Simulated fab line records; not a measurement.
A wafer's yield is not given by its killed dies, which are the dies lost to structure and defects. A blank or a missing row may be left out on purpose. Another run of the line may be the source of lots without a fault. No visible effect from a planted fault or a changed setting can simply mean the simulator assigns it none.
Struck lot and sound lot, side by side ; flow sky130 ; 16 steps out of a route of 708
Sound: these wafers, L832.1, L832.5, L832.6. Struck: wafer L844.6. (L844.3 of the same lot was not struck and is left out.) The cause comes at the end.
At each step with rows: each side's tool, then ch and its chambers, then its first start. Under that, the readings that differ: sound wafers ; struck wafers ; difference of the means ; sigmas: that difference in standard deviations of wafers without a fault.
alike: readings whose means differ by less than 2 such deviations, and words and numbers that are the same on both sides. not compared: withheld readings, readings that some wafer has no value for, bounds like >300 that may hide the same value, and numbers for which the record gives no deviation and whose values overlap.
The two part at a step that has a row with sigmas, a row that says differs or no value, or rows on one side only. Numbers that don't overlap but have no deviation are shown without sigmas and don't part them. A reading that every wafer of one side lacks parts them only if that side has two wafers or more.

first, 7 steps without rows for these wafers: SKY_METAL3_HMDS_06 (prime time 60 s); SKY_METAL3_COAT_07 (resist thk 60 nm); SKY_METAL3_COAT_08 (resist thk 1140 nm); SKY_METAL3_SOFTBAKE_09 (time 90 s); SKY_METAL3_EXPOSE_10 (exposes mask MM3, target cd 300 nm); SKY_METAL3_PEB_11; SKY_METAL3_DEVELOP_12 (develop time 60 s).
SKY_METAL3_CD_MEAS_13 targets a cd of 300 nm.
  struck on cd_sem-01, day 42 12:40; sound on cd_sem-02, day 39 08:59
  alike: cd_nm
SKY_METAL3_OVL_MEAS_14:
  struck on overlay-02, day 42 12:46; sound on overlay-02, day 39 09:06
  alike: METAL3_OVL
SKY_METAL3_DESCUM_15: chemistry O2, time 8 s.
  sound on rie_metal-02 ch 0,1, day 39 09:08; struck on rie_metal-03 ch 0, day 42 12:47
  alike: drypump_motor_current_A, oes_product_au
  not compared: rf_hours_counter_h
SKY_METAL3_ETCH_16: etches BARC in N2/H2, stops on SiO2, time 88.2 s, target depth 60 nm.
  sound on rie_metal-02 ch 0,1, day 39 09:10; struck on rie_metal-03 ch 0, day 42 12:51
reading;sound;struck;difference;sigmas
throttle_valve_pct (%);13.204 13.210 13.220;13.188;-0.023;-2
  alike: drypump_motor_current_A, n2_flow_sccm, oes_product_au, run_length_s
  not compared: rf_hours_counter_h
SKY_METAL3_ETCH_17: etches SiO2 in C4F8/O2/Ar, stops on TiN, time 3.9 s, target depth 15 nm.
  sound on rie_diel-01 ch 1,2,3, day 39 09:16; struck on rie_diel-02 ch 0, day 42 12:55
  alike: oes_product_au
  not compared: rf_hours_counter_h
SKY_METAL3_METAL_ETCH_18: etches the open film in Cl2/BCl3, stops on SiO2, target depth 845 nm, time 183.1 s.
  sound on rie_metal-04 ch 0,1, day 39 09:17; struck on rie_metal-04 ch 0, day 42 12:59
reading;sound;struck;difference;sigmas
oes_product_au (a.u.);0.871 0.877 0.870;0.984;+0.111;+18
run_length_s (s);211.9 211.7 211.0;192.0;-19.5;-26
model.KrF-thick_of_METAL3_COAT_08.thk_nm (nm);529.4 530.2 533.5;587.3;+56.3;
model.METAL3.cd_nm (nm);298.2 297.1 299.4;310;+12;
model.SiO2_of_VIA2_HDPCVD_00.thk_nm (nm);465.7 465.8 467.1;469.5;+3.3;
  alike: drypump_motor_current_A, throttle_valve_pct
  not compared: rf_hours_counter_h
SKY_METAL3_STRIP_19: strips in O2/N2.
  sound on plasma_asher-03 ch 0,1, day 39 09:28; struck on plasma_asher-01 ch 1, day 42 13:08
reading;sound;struck;difference;sigmas
oes_product_au (a.u.);0.504 0.507 0.502;0.526;+0.022;+4
strip_time_to_endpoint_s (s);6.53 6.56 6.60;7.11;+0.55;+10
  alike: drypump_motor_current_A, n2_flow_sccm
  not compared: rf_hours_counter_h
then, 1 step without rows for these wafers: SKY_METAL3_STRIP_20 (strips in post etch residue remover, time 1200 s).
-- the record jumps here: 7 days lie between the struck wafers' starts before and after (it left off in module METAL3 and takes up again in module PAD_OPEN, whose first step shown is number 708 of the route) --
SKY_PAD_OPEN_PROBE_99:
  struck on prober-01, day 49 01:43; sound on prober-01, day 46 12:53
reading;sound;struck;difference;sigmas
killed_at_contacts;19 24 24;35;+13;+2
model.etest.met3.width_nm (nm);297.8 294.4 298.9;309.8;+12.8;
  alike: defect_limited_yield, killed_at_M0_to_M3, killed_at_M4_up, killed_at_front_end, killed_at_other, killed_dies, killed_open, killed_short, sort_bin_3_pad_short, sort_bin_5_function, sort_bin_6_memory, sort_n_pass, sort_yield_pct

WHERE THEY PART
At SKY_METAL3_ETCH_16 first; at SKY_PAD_OPEN_PROBE_99 last (within this record only).

WHY: what had been put in by the simulator
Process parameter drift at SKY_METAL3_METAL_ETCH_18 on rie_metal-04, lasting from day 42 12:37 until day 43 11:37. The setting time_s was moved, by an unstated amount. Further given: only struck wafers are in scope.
